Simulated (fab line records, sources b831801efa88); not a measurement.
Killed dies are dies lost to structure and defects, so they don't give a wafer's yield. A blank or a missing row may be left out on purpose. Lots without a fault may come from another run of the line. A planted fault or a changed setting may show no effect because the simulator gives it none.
Problem report in the 8D (eight disciplines) form, filled by code | flow sky130 | the parts of the form that need people (team, actions taken, sign-off) are left out

1. THE PROBLEM
run_length_s at SKY_VIA3_SOFTBAKE_08 reads a mean of 102.03 s on 6 wafers of 2 lots; wafers without a fault read 119.28 s with a standard deviation of 0.24. That is -72 standard deviations from the usual mean.
The step: time 90 s.
First seen on wafer L449.1, day 44 21:00, on litho_track-03. The record holds 33 wafers of 11 lots with a number at this step. Rule for "out", or "out of limits": more than 4 standard deviations from the usual mean. The other wafers with a number count as sound.

2. WHAT IT IS AND WHAT IT IS NOT
question                    | is                                 | is not
which readings at this step | run_length_s, heater_power_total_W | -
which lots                  | L449, L452                         | L429, L432, L434, L436, L438, L440, L441, L443, L451
which wafers of those lots  | all that have a number             | -
read on which tools         | litho_track-03                     | litho_track-01, litho_track-04
when                        | from day 44 21:00                  | up to then (24 sound wafers); but 3 sound wafers of L451 came after

3. SUSPECTS, AND WHAT RULES EACH OUT
Counting: a tool at a process step up to the reading stays a suspect if it ran every lot that is out and no sound lot after the first of them.
- litho_track-03 at SKY_VIA3_SOFTBAKE_08 (time 90 s): kept. It ran every lot that is out, first L449 (day 44 21:00), and no sound lot after that; its last sound lot up to then is L441 (day 42 18:00). Its own readings are out on those wafers: heater_power_total_W, run_length_s.
Left after counting: litho_track-03 at SKY_VIA3_SOFTBAKE_08.

4. THE CAUSE (what the simulator had put in)
Process parameter drift: litho_track-03, from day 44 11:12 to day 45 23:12, at SKY_VIA3_SOFTBAKE_08. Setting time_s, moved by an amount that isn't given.
Counting left only this tool.

5. THE CHAIN OF EFFECTS, in route order
Each row: a reading whose mean over the struck wafers that have a number lies more than 3 standard deviations from the usual. Only readings for which the record gives a usual standard deviation are gone through. hours: the time from each lot's start at the first step in this table that gives one to its start at this step, as a median over the lots. sigmas: the change in usual standard deviations.
hours | step                 | reading              | usual    | on struck wafers | change | sigmas
0     | SKY_VIA3_SOFTBAKE_08 | heater_power_total_W | 56.41 W  | 60.37            | +3.96  | +36
0     | SKY_VIA3_SOFTBAKE_08 | run_length_s         | 119.28 s | 102.03           | -17.25 | -72
The process steps in it:
- SKY_VIA3_SOFTBAKE_08: time 90 s.

6. WHAT WOULD HAVE CAUGHT IT SOONER
In this record the first reading out of limits was taken at day 44 21:00, 10 hours after the fault began at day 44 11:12.
